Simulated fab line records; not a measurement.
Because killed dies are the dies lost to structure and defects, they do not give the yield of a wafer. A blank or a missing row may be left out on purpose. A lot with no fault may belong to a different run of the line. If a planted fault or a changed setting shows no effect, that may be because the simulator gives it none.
A struck lot beside a sound one + flow sky130 + 15 steps out of a route of 708
Sound: wafers L495.1, L495.4, L495.6. The struck wafers were L503.2, L503.3, L503.5. Last of all comes the cause.
At each step with rows: each side's tool, then ch and its chambers, then its first start. Under that, the readings that differ: sound wafers + struck wafers + difference of the means + sigmas: that difference in standard deviations of wafers without a fault.
alike: readings whose means differ by less than 2 such deviations, and words and numbers that are the same on both sides. not compared: withheld readings, readings that some wafer has no value for, bounds like >300 that may hide the same value, and numbers for which the record gives no deviation and whose values overlap.
A row with sigmas, a row that says differs or no value, or rows on one side alone: a step with any of these is where the two part. When numbers do not overlap yet have no deviation, they are printed without sigmas and do not part them. Lack of a reading on every wafer of one side parts them only where that side has two or more wafers.

SKY_LDD_HVP_OVL_MEAS_07:
  sound: overlay-01 at day 22 19:44; struck: overlay-02 at day 25 13:56
  alike: LDD_HVP_OVL
following that, these wafers have no rows for 1 step: SKY_LDD_HVP_IMPLANT_08.
SKY_LDD_HVP_STRIP_09: strips in O2/N2.
  sound on plasma asher-02 ch 0,1, day 22 19:56; struck on plasma asher-01 ch 0,1, day 25 14:07
  alike: drypump motor current A, oes product au, strip time to endpoint s
  not compared: rf hours counter h
SKY_LDD_HVP_TW_MEAS_10:
  sound: film metro-02 at day 22 20:02; struck: film metro-02 at day 25 14:13
  alike: LDD_HVP_TW
then, 7 steps without rows for these wafers: SKY_LDD_LDN_DEHYDRATE_00 (time 60 s); SKY_LDD_LDN_HMDS_01 (prime time 60 s); SKY_LDD_LDN_COAT_02 (resist thk 1140 nm); SKY_LDD_LDN_SOFTBAKE_03 (time 60 s); SKY_LDD_LDN_EXPOSE_04 (exposes mask LDNTM, target cd 700 nm); SKY_LDD_LDN_PEB_05; SKY_LDD_LDN_DEVELOP_06 (develop time 60 s).
SKY_LDD_LDN_OVL_MEAS_07:
  sound: overlay-02 at day 24 01:38; struck: overlay-02 at day 26 19:21
  alike: LDD_LDN_OVL
SKY_LDD_LDN_IMPLANT_08:
  sound on implanter-04 ch 0, day 24 01:40; struck on implanter-04 ch 0, day 26 19:25
| reading                   | sound                | struck               | difference | sigmas      |
|---------------------------|----------------------|----------------------|------------|-------------|
| beam energy keV           | 15.001 14.997 15.001 | 18.255 18.255 18.254 | +3.255     | +99 or more |
| model.implant.rp nm (nm)  | 12.75 12.75 12.75    | 14.51 14.51 14.51    | +1.76      |             |
| model.implant.drp nm (nm) | 5.933 5.933 5.933    | 6.774 6.774 6.774    | +0.841     |             |
  alike: end station pressure torr
following that, these wafers have no rows for 1 step: SKY_LDD_LDN_IMPLANT_09.
-- the record jumps here: 22 days lie between the struck wafers' starts before and after (it left off in module LDD_LDN and takes up again in module PAD_OPEN, whose first step shown is number 708 of the route) --
SKY_PAD_OPEN_PROBE_99:
  sound: prober-02 at day 46 17:22; struck: prober-01 at day 48 14:42
| reading                         | sound          | struck         | difference | sigmas |
|---------------------------------|----------------|----------------|------------|--------|
| model.etest.tip sonos.rs ohm sq | 2704 2711 2693 | 2489 2484 2504 | -210       |        |
  alike: killed_at_M0_to_M3, killed_at_M4_up, killed at contacts, killed at front end, killed at other, killed dies, killed open, killed short

WHERE THEY PART
SKY_LDD_LDN_IMPLANT_08 only, going by this record. Later steps at which nothing parts them and some readings are alike: SKY_PAD_OPEN_PROBE_99.

WHY: the cause the simulator had injected
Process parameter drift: implanter-04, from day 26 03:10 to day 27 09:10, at SKY_LDD_LDN_IMPLANT_08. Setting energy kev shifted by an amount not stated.
